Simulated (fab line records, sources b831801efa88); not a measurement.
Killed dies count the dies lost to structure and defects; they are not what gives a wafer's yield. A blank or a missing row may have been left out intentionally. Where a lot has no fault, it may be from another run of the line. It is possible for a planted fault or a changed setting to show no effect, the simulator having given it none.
A lot that was struck, set against a sound lot -- flow sky130 -- 14 out of 708 route steps
Sound: the wafers L882.2, L882.5, L882.6. The struck wafers were L892.1, L892.2, L892.4. At the end, the cause is stated.
Order at every step that has rows: each side's tool, ch and its chambers, its first start. Under that, the readings that differ: sound wafers -- struck wafers -- difference of the means -- sigmas: that difference in standard deviations of wafers without a fault.
alike: a reading whose means differ by less than 2 such deviations, as well as words and numbers matching on both sides. not compared: withheld readings; readings where some wafer has no value; bounds like >300 that might hide an equal value; numbers whose values overlap and for which the record gives no deviation.
A row with sigmas, a row that says differs or no value, or rows on one side alone: a step with any of these is where the two part. When numbers do not overlap yet have no deviation, they are printed without sigmas and do not part them. Lack of a reading on every wafer of one side parts them only where that side has two or more wafers.

first, 4 steps without rows for these wafers: SKY_LDD_HVP_SOFTBAKE_03 (time 60 s); SKY_LDD_HVP_EXPOSE_04 (exposes mask HVPTM, target cd 700 nm); SKY_LDD_HVP_PEB_05; SKY_LDD_HVP_DEVELOP_06 (develop time 60 s).
SKY_LDD_HVP_OVL_MEAS_07:
  sound on overlay-01 at day 23 06:17; struck on overlay-01 at day 26 10:44
  alike: LDD_HVP_OVL
following that, these wafers have no rows for 1 step: SKY_LDD_HVP_IMPLANT_08.
SKY_LDD_HVP_STRIP_09: strips in O2/N2.
  sound on plasmaAsher-01 ch 0,1, day 23 06:28; struck on plasmaAsher-02 ch 0,1, day 26 10:56
  alike: drypumpMotorCurrentA, oesProductAu, stripTimeToEndpointS
  not compared: rfHoursCounterH
SKY_LDD_HVP_TW_MEAS_10:
  sound on filmMetro-03 at day 23 06:34; struck on filmMetro-03 at day 26 11:02
  alike: LDD_HVP_TW
then, 4 steps without rows for these wafers: SKY_LDD_LDN_DEHYDRATE_00 (time 60 s); SKY_LDD_LDN_HMDS_01 (prime time 60 s); SKY_LDD_LDN_COAT_02 (resist thk 1140 nm); SKY_LDD_LDN_SOFTBAKE_03 (time 60 s).
SKY_LDD_LDN_EXPOSE_04: exposes mask LDNTM, target cd 700 nm.
  sound on ilineStepper-02 ch 0, day 23 20:58; struck on ilineStepper-01 ch 0, day 27 02:10
reading,sound,struck,difference,sigmas
mask,LDNTM#0 LDNTM#0 LDNTM#0,LDNTM_R1#0 LDNTM_R1#0 LDNTM_R1#0,differs,
following that, these wafers have no rows for 1 step: SKY_LDD_LDN_PEB_05.

WHERE THEY PART
Within this record, at SKY_LDD_LDN_EXPOSE_04 only.

WHY: what the simulator had put in
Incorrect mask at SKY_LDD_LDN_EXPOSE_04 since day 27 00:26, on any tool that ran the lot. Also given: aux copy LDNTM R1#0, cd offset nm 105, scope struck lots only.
